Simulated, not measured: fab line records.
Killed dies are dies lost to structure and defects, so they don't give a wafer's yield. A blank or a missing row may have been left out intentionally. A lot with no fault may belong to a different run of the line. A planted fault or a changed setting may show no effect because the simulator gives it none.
What tool caused it? :: flow sfq_line :: 14 lots, 42 wafers sampled, at 4 steps of a route of 325

== WHAT THE GAUGES SHOWED, per wafer ==
SFQ_I6_BOW_MEAS_941. Usual: I6_BOW 8 um, standard deviation 10.
lot: L673
measured: day 61 19:42
on: film_metro-02
I6_BOW (um): 2 -6 -1
flag: 

lot: L674
measured: day 61 20:43
on: film_metro-04
I6_BOW (um): -1 -10 0
flag: 

lot: L675
measured: day 62 01:46
on: film_metro-02
I6_BOW (um): 24 22 30
flag: 

lot: L676
measured: day 62 03:55
on: film_metro-04
I6_BOW (um): 32 17 14
flag: 

lot: L685
measured: day 71 22:40
on: film_metro-01
I6_BOW (um): 7 14 -2
flag: 

lot: L686
measured: day 73 08:34
on: film_metro-01
I6_BOW (um): 10 8 19
flag: 

lot: L687
measured: day 73 23:50
on: film_metro-01
I6_BOW (um): 5 10 11
flag: 

lot: L688
measured: day 74 07:11
on: film_metro-02
I6_BOW (um): 7 8 25
flag: 

lot: L689
measured: day 74 14:15
on: film_metro-04
I6_BOW (um): 1 6 -3
flag: 

lot: L690
measured: day 74 17:51
on: film_metro-01
I6_BOW (um): -1 -10 -17
flag: 

lot: L691
measured: day 74 20:51
on: film_metro-04
I6_BOW (um): 9 -6 2
flag: 

lot: L693
measured: day 75 19:20
on: film_metro-02
I6_BOW (um): 20 12 13
flag: 

lot: L694
measured: day 76 05:27
on: film_metro-02
I6_BOW (um): 9 6 1
flag: 

lot: L695
measured: day 76 07:09
on: film_metro-01
I6_BOW (um): 8 1 4
flag: 

SFQ_M8_RS_MEAS_949: measures by four-point-probe. Usual: M8_AU_RS 0.1539 ohm/sq, standard deviation 0.0015.
lot: L673
measured: day 76 11:45
on: film_metro-03
M8_AU_RS (ohm/sq): 0.1556 0.1535 0.1538
flag: 

lot: L674
measured: day 76 16:33
on: film_metro-03
M8_AU_RS (ohm/sq): 0.1538 0.1553 0.1549
flag: 

lot: L675
measured: day 76 17:47
on: film_metro-04
M8_AU_RS (ohm/sq): 0.1545 0.1518 0.1547
flag: 

lot: L676
measured: day 76 20:13
on: film_metro-03
M8_AU_RS (ohm/sq): 0.1539 0.1573 0.1563
flag: 

lot: L685
measured: day 79 14:20
on: film_metro-04
M8_AU_RS (ohm/sq): 0.1520 0.1511 0.1514
flag: 

lot: L686
measured: day 79 15:35
on: film_metro-02
M8_AU_RS (ohm/sq): 0.1538 0.1525 0.1559
flag: 

lot: L687
measured: day 79 16:43
on: film_metro-03
M8_AU_RS (ohm/sq): 0.1540 0.1528 0.1541
flag: 

lot: L688
measured: day 79 19:07
on: film_metro-02
M8_AU_RS (ohm/sq): 0.1560 0.1551 0.1546
flag: 

lot: L689
measured: day 79 21:32
on: film_metro-02
M8_AU_RS (ohm/sq): 0.1538 0.1542 0.1546
flag: 

lot: L690
measured: day 79 22:44
on: film_metro-04
M8_AU_RS (ohm/sq): 0.1546 0.1554 0.1571
flag: 

lot: L691
measured: day 79 23:56
on: film_metro-03
M8_AU_RS (ohm/sq): 0.1527 0.1533 0.1541
flag: 

lot: L693
measured: day 80 05:56
on: film_metro-04
M8_AU_RS (ohm/sq): 0.1540 0.1545 0.1556
flag: 

lot: L694
measured: day 80 23:01
on: film_metro-02
M8_AU_RS (ohm/sq): 0.1569 0.1543 0.1564
flag: 

lot: L695
measured: day 83 18:01
on: film_metro-04
M8_AU_RS (ohm/sq): 0.1517 0.1523 0.1531
flag: 

SFQ_M8_BOW_MEAS_951. Usual: M8_BOW 10 um, standard deviation 11.
lot: L673
measured: day 76 12:06
on: film_metro-02
M8_BOW (um): 3 -5 2
flag: 

lot: L674
measured: day 76 16:54
on: film_metro-02
M8_BOW (um): 0 -10 2
flag: 

lot: L675
measured: day 76 18:08
on: film_metro-02
M8_BOW (um): 34 33 39
flag: 

lot: L676
measured: day 76 20:35
on: film_metro-04
M8_BOW (um): 30 15 13
flag: 

lot: L685
measured: day 79 14:42
on: film_metro-03
M8_BOW (um): 6 12 -4
flag: 

lot: L686
measured: day 79 15:57
on: film_metro-04
M8_BOW (um): 12 10 21
flag: 

lot: L687
measured: day 79 17:05
on: film_metro-02
M8_BOW (um): 7 13 14
flag: 

lot: L688
measured: day 79 19:29
on: film_metro-03
M8_BOW (um): 9 11 26
flag: 

lot: L689
measured: day 79 21:55
on: film_metro-03
M8_BOW (um): 3 7 -2
flag: 

lot: L690
measured: day 79 23:07
on: film_metro-02
M8_BOW (um): 9 -1 -7
flag: 

lot: L691
measured: day 80 00:18
on: film_metro-04
M8_BOW (um): 12 -4 5
flag: 

lot: L693
measured: day 80 06:18
on: film_metro-02
M8_BOW (um): 22 14 16
flag: 

lot: L694
measured: day 80 23:22
on: film_metro-02
M8_BOW (um): 15 10 6
flag: 

lot: L695
measured: day 83 18:23
on: film_metro-03
M8_BOW (um): 4 -1 1
flag: 

== TOOL THAT RAN EACH LOT (tool first, then ch and the chambers of the sampled wafers, then the start) ==
lot: L673
SFQ_TRILAYER_M8_LITHO_EXPOSE_194: krf_scanner-01 ch 0, day 76 09:29

lot: L674
SFQ_TRILAYER_M8_LITHO_EXPOSE_194: krf_scanner-01 ch 0, day 76 14:17

lot: L675
SFQ_TRILAYER_M8_LITHO_EXPOSE_194: krf_scanner-01, day 76 15:53

lot: L676
SFQ_TRILAYER_M8_LITHO_EXPOSE_194: krf_scanner-01, day 76 18:29

lot: L685
SFQ_TRILAYER_M8_LITHO_EXPOSE_194: krf_scanner-01 ch 0, day 79 12:15

lot: L686
SFQ_TRILAYER_M8_LITHO_EXPOSE_194: krf_scanner-01 ch 0, day 79 13:51

lot: L687
SFQ_TRILAYER_M8_LITHO_EXPOSE_194: krf_scanner-01 ch 0, day 79 14:27

lot: L688
SFQ_TRILAYER_M8_LITHO_EXPOSE_194: krf_scanner-01 ch 0, day 79 16:51

lot: L689
SFQ_TRILAYER_M8_LITHO_EXPOSE_194: krf_scanner-01 ch 0, day 79 19:27

lot: L690
SFQ_TRILAYER_M8_LITHO_EXPOSE_194: krf_scanner-01 ch 0, day 79 20:39

lot: L691
SFQ_TRILAYER_M8_LITHO_EXPOSE_194: krf_scanner-01 ch 0, day 79 21:51

lot: L693
SFQ_TRILAYER_M8_LITHO_EXPOSE_194: krf_scanner-01 ch 0, day 80 03:51

lot: L694
SFQ_TRILAYER_M8_LITHO_EXPOSE_194: krf_scanner-02 ch 0, day 80 20:44

lot: L695
SFQ_TRILAYER_M8_LITHO_EXPOSE_194: krf_scanner-01 ch 0, day 83 15:44
- SFQ_TRILAYER_M8_LITHO_EXPOSE_194: exposes mask M8, target cd 2000 nm.

== AS READ BY THE TOOLS THEMSELVES (means over the sampled wafers that have a number; for cases with no such wafer, the mark the record gives instead) ==
SFQ_TRILAYER_M8_LITHO_EXPOSE_194. Usual: exposure_dose_mJ_cm2 14.401, standard deviation 0.013; focus_offset_nm 0.1 nm, standard deviation 0.53.
lot: L673
tool: krf_scanner-01
exposure_dose_mJ_cm2: 14.398
focus_offset_nm (nm): 0.8
flag: 

lot: L674
tool: krf_scanner-01
exposure_dose_mJ_cm2: 14.394
focus_offset_nm (nm): 0.3
flag: 

lot: L675
tool: krf_scanner-01
exposure_dose_mJ_cm2: -
focus_offset_nm (nm): -
flag: OFF

lot: L676
tool: krf_scanner-01
exposure_dose_mJ_cm2: -
focus_offset_nm (nm): -
flag: OFF

lot: L685
tool: krf_scanner-01
exposure_dose_mJ_cm2: 14.400
focus_offset_nm (nm): -0.2
flag: 

lot: L686
tool: krf_scanner-01
exposure_dose_mJ_cm2: 14.403
focus_offset_nm (nm): 0.4
flag: 

lot: L687
tool: krf_scanner-01
exposure_dose_mJ_cm2: 14.405
focus_offset_nm (nm): -0.4
flag: 

lot: L688
tool: krf_scanner-01
exposure_dose_mJ_cm2: 14.401
focus_offset_nm (nm): 0.2
flag: 

lot: L689
tool: krf_scanner-01
exposure_dose_mJ_cm2: 14.404
focus_offset_nm (nm): 0.7
flag: 

lot: L690
tool: krf_scanner-01
exposure_dose_mJ_cm2: 14.402
focus_offset_nm (nm): 0.2
flag: 

lot: L691
tool: krf_scanner-01
exposure_dose_mJ_cm2: 14.414
focus_offset_nm (nm): -0.2
flag: 

lot: L693
tool: krf_scanner-01
exposure_dose_mJ_cm2: 14.399
focus_offset_nm (nm): -0.2
flag: 

lot: L694
tool: krf_scanner-02
exposure_dose_mJ_cm2: 14.384
focus_offset_nm (nm): 0.2
flag: 

lot: L695
tool: krf_scanner-01
exposure_dose_mJ_cm2: 14.412
focus_offset_nm (nm): 0.0
flag: 

== THE ANSWER, worked out from the rows above alone ==
Rule: take the mean of a lot's wafers that have a number; if it is more than 3 standard deviations from the usual mean, the lot is off. A lot without any number at a reading at which 4 lots or more have one is off too. Where the step has rows for the other lots, those lots are counted as sound. After the gauges, taken in route order, come the tools' own readings; for these a lot's mean is taken, as printed above. The first step at which some lot is off is used, and at that step the reading that is off furthest; a lot without a number counts as furthest.
Off at SFQ_TRILAYER_M8_LITHO_EXPOSE_194 (exposure_dose_mJ_cm2): L675, L676. Without a number there: L675, L676.
A tool fits if, at that step or a process step before it, it ran every lot that is off, and no sound lot after the first of them. No candidate that was tried fits.

== WHAT THE SIMULATOR PUT IN ==
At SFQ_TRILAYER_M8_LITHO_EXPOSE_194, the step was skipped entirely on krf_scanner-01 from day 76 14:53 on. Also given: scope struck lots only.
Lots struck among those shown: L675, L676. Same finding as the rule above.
